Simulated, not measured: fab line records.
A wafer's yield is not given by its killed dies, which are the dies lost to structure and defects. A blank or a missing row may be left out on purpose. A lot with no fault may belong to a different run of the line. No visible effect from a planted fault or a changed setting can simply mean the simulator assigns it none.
The tool behind it: which one? | flow sky130 | 30 wafers from 10 lots sampled at 6 of the route's 708 steps

## WHAT THE GAUGES READ, wafer by wafer
SKY_FIELD_ISO_THK_MEAS_23.
lot  | measured    | on            | FIELD_ISO_OXIDATION_01_THK (nm)
L166 | day 2 09:45 | film metro-04 | 10.03 10.32 10.24
L170 | day 3 09:38 | film metro-04 | 9.75 9.80 9.68
L171 | day 3 16:28 | film metro-02 | 9.72 9.79 9.96
L172 | day 3 21:53 | film metro-02 | 9.81 9.84 9.95
L175 | day 4 10:50 | film metro-02 | 10.17 9.93 10.20
L177 | day 4 18:54 | film metro-01 | 10.01 9.92 10.03
L182 | day 5 17:17 | film metro-04 | 10.13 10.12 10.27
L185 | day 6 11:24 | film metro-02 | 9.95 10.05 9.87
L187 | day 6 23:19 | film metro-02 | 9.84 9.75 9.73
L189 | day 7 07:41 | film metro-02 | 9.76 9.73 9.85

SKY_NWELL_TW_MEAS_26.
lot  | measured     | on            | NWELL_2_TW
L166 | day 5 06:48  | film metro-02 | 499 497 500
L170 | day 6 16:12  | film metro-01 | 494 494 493
L171 | day 6 23:57  | film metro-02 | 499 500 494
L172 | day 7 03:33  | film metro-03 | 491 493 492
L175 | day 7 17:19  | film metro-02 | 496 498 494
L177 | day 8 00:25  | film metro-03 | 496 497 496
L182 | day 9 02:37  | film metro-01 | 493 493 492
L185 | day 10 01:19 | film metro-01 | 493 495 498
L187 | day 10 15:46 | film metro-02 | 500 500 497
L189 | day 11 00:41 | film metro-02 | 501 503 498

SKY_SONOS_ONO_OVL_MEAS_14.
lot  | measured     | on         | SONOS_ONO_OVL (nm)
L166 | day 12 07:33 | overlay-02 | -0.5 -0.6 -0.7
L170 | day 14 19:53 | overlay-01 | 2.2 -0.3 3.2
L171 | day 14 22:14 | overlay-02 | 0.2 -0.5 0.1
L172 | day 14 22:28 | overlay-01 | -2.0 0.1 -0.1
L175 | day 15 17:36 | overlay-01 | 1.2 -1.6 -0.8
L177 | day 16 09:27 | overlay-01 | 2.2 0.6 0.3
L182 | day 17 18:03 | overlay-02 | -1.0 -2.1 -1.6
L185 | day 18 19:45 | overlay-02 | -0.3 -1.1 -0.8
L187 | day 19 17:56 | overlay-02 | -1.1 -0.1 -1.0
L189 | day 20 05:13 | overlay-01 | 0.0 0.2 -0.8

SKY_CAP2M_RS_MEAS_03: uses a four-point probe to measure.
lot  | measured     | on            | CAP2M_TIN_RS (ohm/sq)
L166 | day 39 08:33 | film metro-02 | 6.91 6.91 6.82
L170 | day 41 11:13 | film metro-02 | 6.89 6.84 6.96
L171 | day 41 11:58 | film metro-03 | 6.79 6.85 6.93
L172 | day 41 18:07 | film metro-03 | 6.96 6.92 6.94
L175 | day 42 11:57 | film metro-02 | 4.93 6.93 6.93
L177 | day 42 21:38 | film metro-04 | 4.95 7.08 7.02
L182 | day 43 18:00 | film metro-03 | 6.85 7.02 7.03
L185 | day 44 20:57 | film metro-03 | 6.86 6.90 7.01
L187 | day 45 13:43 | film metro-03 | 6.98 6.95 7.03
L189 | day 45 16:49 | film metro-04 | 6.99 7.08 7.07

SKY_CAP2M_THK_MEAS_04: measures by xrf.
lot  | measured     | on            | CAP2M_TIN_THK (nm)
L166 | day 39 08:40 | film metro-02 | 202 203 204
L170 | day 41 11:19 | film metro-02 | 203 205 201
L171 | day 41 12:05 | film metro-03 | 207 204 203
L172 | day 41 18:14 | film metro-03 | 202 203 203
L175 | day 42 12:02 | film metro-02 | 282 201 201
L177 | day 42 21:44 | film metro-04 | 285 200 202
L182 | day 43 18:06 | film metro-03 | 204 199 200
L185 | day 44 21:04 | film metro-03 | 204 203 200
L187 | day 45 13:50 | film metro-03 | 201 201 199
L189 | day 45 16:56 | film metro-04 | 205 202 203

## WHICH TOOL RAN EACH LOT (tool, then ch and the chambers of the sampled wafers, then the start)
lot  | SKY_CAP2M_SPUTTER_02
L166 | pvd sputter-04, day 39 08:25
L170 | pvd sputter-02, day 41 11:05
L171 | pvd sputter-04, day 41 11:51
L172 | pvd sputter-02, day 41 18:01
L175 | pvd sputter-02, day 42 11:47
L177 | pvd sputter-02, day 42 21:30
L182 | pvd sputter-01, day 43 17:51
L185 | pvd sputter-04, day 44 20:49
L187 | pvd sputter-04, day 45 13:35
L189 | pvd sputter-01, day 45 16:42
- SKY_CAP2M_SPUTTER_02: material TiN, target thk 200 nm, time 166.7 s.

## WHAT THE TOOLS THEMSELVES READ (means of the sampled wafers that have a number; where no wafer has one, the mark that the record gives instead)
SKY_CAP2M_SPUTTER_02.
lot  | tool           | throttle valve pct (%)
L166 | pvd sputter-04 | 29.8
L170 | pvd sputter-02 | 30.5
L171 | pvd sputter-04 | 29.5
L172 | pvd sputter-02 | 29.2
L175 | pvd sputter-02 | 28.8
L177 | pvd sputter-02 | 29.8
L182 | pvd sputter-01 | 29.9
L185 | pvd sputter-04 | 29.8
L187 | pvd sputter-04 | 29.5
L189 | pvd sputter-01 | 30.2

## THE ANSWER, worked out from the rows above alone
Rule: what is usual is taken from the lots themselves. The widest of any qualifying gaps counts: lots, ordered by their means at a reading, are off when they make up no more than a third of the lots, leave a main group of 4 or more, and stand apart from it by 3 or more times the standard deviation of that group's means. The tables above print the reading to a certain number of digits; a main group whose means all agree to those digits is not used. A lot without any number at a reading at which 4 lots or more have one is off too. Any other lot the step has rows for is counted as sound. After the gauges, taken in route order, come the tools' own readings; for these a lot's mean is taken, as printed above. The first step at which some lot is off is used, and at that step the reading that is off furthest; a lot without a number counts as furthest.
Off: L175, L177, at SKY_CAP2M_RS_MEAS_03 (CAP2M_TIN_RS). Main group: mean 6.94 ohm/sq, sd 0.058.
A tool fits if, at a process step before that reading, it ran every lot that is off, and no sound lot after the first of them. Those tools and the gauges at SKY_CAP2M_RS_MEAS_03 are tried in the same way. One fits: pvd sputter-02 at SKY_CAP2M_SPUTTER_02. Its last sound lot is L172 (day 41 18:01), its first lot that is off L175 (day 42 11:47): a fault that began between those two fits.

## WHAT HAD BEEN PUT IN BY THE SIMULATOR
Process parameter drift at SKY_CAP2M_SPUTTER_02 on pvd sputter-02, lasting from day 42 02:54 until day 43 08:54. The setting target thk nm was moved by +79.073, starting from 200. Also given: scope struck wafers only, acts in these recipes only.
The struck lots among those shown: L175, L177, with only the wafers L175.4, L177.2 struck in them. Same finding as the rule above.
